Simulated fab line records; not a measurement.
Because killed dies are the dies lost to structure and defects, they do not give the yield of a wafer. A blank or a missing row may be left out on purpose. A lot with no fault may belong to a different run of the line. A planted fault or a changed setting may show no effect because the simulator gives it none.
Which tool did it? || flow sky130 || 18 wafers from 6 lots sampled at 3 of the route's 708 steps

== WHAT THE GAUGES SHOWED, per wafer ==
SKY_GATE_OXIDE_OVL_MEAS_10.
{"lot": "L354", "measured": "day 17 08:08", "on": "overlay-01", "GATE_OXIDE_OVL (nm)": "- - -"}
{"lot": "L357", "measured": "day 18 07:47", "on": "overlay-01", "GATE_OXIDE_OVL (nm)": "0.2 0.8 0.3"}
{"lot": "L359", "measured": "day 19 06:21", "on": "overlay-01", "GATE_OXIDE_OVL (nm)": "1.0 2.1 1.5"}
{"lot": "L363", "measured": "day 20 20:53", "on": "overlay-02", "GATE_OXIDE_OVL (nm)": "-1.0 -0.6 0.5"}
{"lot": "L366", "measured": "day 21 19:18", "on": "overlay-02", "GATE_OXIDE_OVL (nm)": "3.5 2.2 2.9"}
{"lot": "L368", "measured": "day 22 15:10", "on": "overlay-02", "GATE_OXIDE_OVL (nm)": "-0.7 -1.0 -2.0"}

== WHICH TOOL RAN EACH LOT (tool, then ch and the chambers of the sampled wafers, then the start) ==
{"lot": "L354", "SKY_VT_ADJUST_LVTN_STRIP_20": "plasmaAsher-04 ch 0,1, day 10 09:51", "SKY_GATE_OXIDE_COAT_05": "lithoTrack-01, day 16 17:25"}
{"lot": "L357", "SKY_VT_ADJUST_LVTN_STRIP_20": "plasmaAsher-01 ch 0,1, day 11 07:21", "SKY_GATE_OXIDE_COAT_05": "lithoTrack-01 ch 0, day 17 17:31"}
{"lot": "L359", "SKY_VT_ADJUST_LVTN_STRIP_20": "plasmaAsher-01 ch 0, day 11 23:45", "SKY_GATE_OXIDE_COAT_05": "lithoTrack-01 ch 0, day 18 14:59"}
{"lot": "L363", "SKY_VT_ADJUST_LVTN_STRIP_20": "plasmaAsher-04 ch 0,1, day 13 04:17", "SKY_GATE_OXIDE_COAT_05": "lithoTrack-02 ch 0, day 20 05:12"}
{"lot": "L366", "SKY_VT_ADJUST_LVTN_STRIP_20": "plasmaAsher-04 ch 0,1, day 14 02:54", "SKY_GATE_OXIDE_COAT_05": "lithoTrack-02 ch 0, day 21 03:27"}
{"lot": "L368", "SKY_VT_ADJUST_LVTN_STRIP_20": "plasmaAsher-04 ch 0,1, day 14 21:33", "SKY_GATE_OXIDE_COAT_05": "lithoTrack-01 ch 0, day 22 00:23"}
- SKY_VT_ADJUST_LVTN_STRIP_20: strips in O2/N2.
- SKY_GATE_OXIDE_COAT_05: resist thk 1140 nm.

== THE ANSWER, worked out from the rows above alone ==
Rule: what is usual is taken from the lots themselves. Put in order of their means at a reading, lots are off if they are a third of the lots or fewer, leave a main group of 4 or more, and stand apart from it by a gap of 3 or more times the standard deviation of the main group's means; of several such gaps the widest counts. A main group whose means are all the same, to the digits that the tables above print for the reading, isn't used. A lot without any number at a reading at which 4 lots or more have one is off too. All remaining lots with rows at the step are treated as sound.
Off: L354, seen at SKY_GATE_OXIDE_OVL_MEAS_10 (GATE_OXIDE_OVL). Without a number there: L354. Mean 0.6 nm and standard deviation 1.4 in the main group.
A tool fits if, at a process step before that reading, it ran every lot that is off, and no sound lot after the first of them. The gauges at SKY_GATE_OXIDE_OVL_MEAS_10 are tried like those tools. Not one of the candidates tried fits.

== WHAT HAD BEEN PUT IN BY THE SIMULATOR ==
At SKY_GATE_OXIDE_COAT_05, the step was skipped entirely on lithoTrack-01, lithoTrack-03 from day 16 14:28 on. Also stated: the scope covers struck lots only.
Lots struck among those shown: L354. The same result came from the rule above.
